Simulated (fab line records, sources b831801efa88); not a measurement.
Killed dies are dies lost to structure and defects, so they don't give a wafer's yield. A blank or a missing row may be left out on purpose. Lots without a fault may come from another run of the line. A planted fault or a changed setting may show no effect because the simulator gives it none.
Which tool did it? | flow gf180mcu | 10 lots, 30 wafers sampled, at 4 steps of a route of 602

WHAT THE GAUGES READ, wafer by wafer
GF_PSD_TW_MEAS_11.
lot  | measured     | on            | PSD_TW
L295 | day 14 08:01 | film_metro-01 | 3228 3228 3228
L300 | day 15 18:03 | film_metro-01 | 3244 3231 3236
L303 | day 16 19:59 | film_metro-03 | 3169 3168 3161
L305 | day 17 13:19 | film_metro-03 | 3167 3181 3186
L309 | day 19 07:14 | film_metro-03 | 1804 1823 1808
L312 | day 20 05:29 | film_metro-01 | 1832 1813 1813
L314 | day 21 06:22 | film_metro-04 | 3141 3169 3164
L316 | day 21 12:14 | film_metro-03 | 3151 3158 3145
L317 | day 22 10:13 | film_metro-03 | 3181 3169 3154
L318 | day 22 14:11 | film_metro-04 | 3165 3174 3174

WHICH TOOL RAN EACH LOT (tool, then ch and the chambers of the sampled wafers, then the start)
lot  | GF_HV_LDD_STRIP_49                   | GF_PSD_IMPLANT_09               | GF_PSD_STRIP_10
L295 | plasma_asher-02 ch 0,1, day 12 12:23 | implanter-03 ch 0, day 14 07:46 | plasma_asher-01 ch 0, day 14 07:55
L300 | plasma_asher-02 ch 0, day 13 20:14   | implanter-04 ch 0, day 15 17:49 | plasma_asher-04 ch 0,1, day 15 17:56
L303 | plasma_asher-01 ch 0,1, day 14 20:23 | implanter-03 ch 0, day 16 19:44 | plasma_asher-01 ch 0,1, day 16 19:53
L305 | plasma_asher-03 ch 0, day 15 12:08   | implanter-01 ch 0, day 17 13:04 | plasma_asher-04 ch 1, day 17 13:13
L309 | plasma_asher-02 ch 0,1, day 17 05:01 | implanter-03 ch 0, day 19 07:01 | plasma_asher-01 ch 0,1, day 19 07:10
L312 | plasma_asher-02 ch 0,1, day 18 02:28 | implanter-03 ch 0, day 20 05:16 | plasma_asher-03 ch 0,1, day 20 05:24
L314 | plasma_asher-01 ch 0,1, day 19 00:01 | implanter-04 ch 0, day 21 06:01 | plasma_asher-01 ch 0,1, day 21 06:10
L316 | plasma_asher-01 ch 0,1, day 19 07:43 | implanter-01 ch 0, day 21 12:00 | plasma_asher-03 ch 0,1, day 21 12:07
L317 | plasma_asher-01 ch 0,1, day 20 07:04 | implanter-01 ch 0, day 22 09:58 | plasma_asher-01 ch 0,1, day 22 10:07
L318 | plasma_asher-03 ch 0,1, day 20 11:05 | implanter-04 ch 0, day 22 13:56 | plasma_asher-01 ch 0,1, day 22 14:05
- GF_HV_LDD_STRIP_49: strips in O2/N2.
- GF_PSD_IMPLANT_09
- GF_PSD_STRIP_10: strips in O2/N2.

THE ANSWER, worked out from the rows above alone
Rule: what is usual is taken from the lots themselves. Put in order of their means at a reading, lots are off if they are a third of the lots or fewer, leave a main group of 4 or more, and stand apart from it by a gap of 3 or more times the standard deviation of the main group's means; of several such gaps the widest counts. A main group whose means are all the same, to the digits that the tables above print for the reading, isn't used. A lot without any number at a reading at which 4 lots or more have one is off too. The other lots that the step has rows for count as sound.
Off: L309, L312, at GF_PSD_TW_MEAS_11 (PSD_TW). The main group: mean 3182, standard deviation 30.
A tool fits if, at a process step before that reading, it ran every lot that is off, and no sound lot after the first of them. The gauges at GF_PSD_TW_MEAS_11 are tried like those tools. Can't be told from this: 2 tools fit, plasma_asher-02 at GF_HV_LDD_STRIP_49, implanter-03 at GF_PSD_IMPLANT_09.

WHAT THE SIMULATOR HAD PUT IN
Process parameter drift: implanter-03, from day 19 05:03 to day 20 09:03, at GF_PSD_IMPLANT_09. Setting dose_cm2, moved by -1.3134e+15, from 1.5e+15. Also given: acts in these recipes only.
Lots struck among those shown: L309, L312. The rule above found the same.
